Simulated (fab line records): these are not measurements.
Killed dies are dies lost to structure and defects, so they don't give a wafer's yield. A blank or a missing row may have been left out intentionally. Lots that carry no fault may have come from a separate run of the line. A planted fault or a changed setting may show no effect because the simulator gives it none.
Chamber matching | flow sky130 | hdpcvd-01 running SKY_VIA3_HDPCVD_00: 3 sister chambers
The step deposits SiO2, target thk 1635 nm, time 272.5 s. 16 wafers are shown with their chamber, then 7 later ones without.

== WAFERS PAIRED WITH THEIR CHAMBERS ==
wafer  | chamber | run_length_s (s)
L994.1 | 1       | 300.1
L994.4 | 1       | 300.4
L994.6 | 2       | 300.5
L995.2 | 2       | 300.1
L995.5 | 1       | 299.8
L995.6 | 2       | 300.5
L996.1 | 0       | 300.2
L996.2 | 1       | 299.8
L996.6 | 2       | 300.1
L997.1 | 2       | 300.4
L997.5 | 0       | 300.1
L997.6 | 1       | 300.3
L999.3 | 2       | 300.4
L999.4 | 1       | 300.4
L999.5 | 2       | 301.1
L103.2 | 0       | 299.9

SIGNATURES (averages over the wafers above)
reading      | chamber 0 | chamber 1 | chamber 2 | scatter within a chamber
run_length_s | 300.067   | 300.133   | 300.443   | 0.293
Rule: for each reading, subtract the chamber's mean from the wafer's reading, divide by that reading's scatter and square the result; add these up over the readings and take the root, which gives the wafer's distance from the chamber. The wafer belongs to the nearest chamber; if the next one is less than 2 further off, it can't be placed. The scatter: take each reading less its chamber's mean, square it, sum over the shown wafers, divide by the number of wafers less the number of chambers, and take the root.

== WAFERS WITHOUT THEIR CHAMBER ==
wafer  | run_length_s (s)
L103.4 | 300.1
L103.6 | 300.2
L106.2 | 299.8
L106.4 | 300.2
L106.5 | 299.9
L114.3 | 300.2
L114.5 | 300.7

== EACH ONE'S CHAMBER ==
wafer  | from the rows above          | in truth
L103.4 | can't be placed: 1 or 0 or 2 | 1
L103.6 | can't be placed: 1 or 0 or 2 | 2
L106.2 | can't be placed: 0 or 1 or 2 | 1
L106.4 | can't be placed: 1 or 0 or 2 | 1
L106.5 | can't be placed: 0 or 1 or 2 | 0
L114.3 | can't be placed: 1 or 0 or 2 | 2
L114.5 | can't be placed: 2 or 1 or 0 | 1
Placed correctly: 0 of 7. Can't be placed from these rows: 7 (the true chamber is among the candidates in 7). Wrongly placed: 0.
